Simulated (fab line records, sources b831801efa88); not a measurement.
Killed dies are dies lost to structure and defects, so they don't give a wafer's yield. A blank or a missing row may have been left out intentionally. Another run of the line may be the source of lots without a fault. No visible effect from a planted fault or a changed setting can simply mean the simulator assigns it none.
Chamber matching	flow sky130	SKY_FIELD_ISO_CMP_27 on cmp-01: 4 sister chambers
The step polishes, stops on Si3N4, t overpolish 16 s, target thk 457.8 nm. 8 wafers are shown with their chamber, then 6 later ones without.

## WAFERS WITH THEIR CHAMBER
wafer	chamber	motorCurrentA (A)	timeToEndpointS (s)
L280.2	0	14.6	110
L280.3	3	12.8	114
L280.6	2	12.0	112
L282.2	1	11.3	113
L282.5	0	14.7	115
L282.6	1	11.4	105
L284.3	3	12.8	118
L284.4	2	11.8	115

## WAFERS MISSING THEIR CHAMBER
wafer	motorCurrentA (A)	timeToEndpointS (s)
L284.6	14.6	112
L285.1	15.0	106
L285.3	12.1	106
L285.4	12.6	111
L290.4	12.8	111
L290.5	13.0	110

## WHICH CHAMBER EACH ONE RAN IN
wafer	from the rows above	in truth
L284.6	0	0
L285.1	0	0
L285.3	2	2
L285.4	3	3
L290.4	3	3
L290.5	3	3
Correctly placed: 6 of 6. Can't be placed from these rows: 0. 0 placed wrongly.
How it was worked out, from the rows above alone: a wafer's distance from a chamber is the root of the sum, over the readings, of the square of ((its reading less the chamber's mean) divided by the reading's scatter). The wafer belongs to the nearest chamber; if the next one is less than 2 further off, it can't be placed. Each chamber's mean is taken over the wafers shown for it. How the scatter is found: for the shown wafers, subtract from each reading the mean of its chamber, square and add these, divide the total by (wafers less chambers), then take the root.
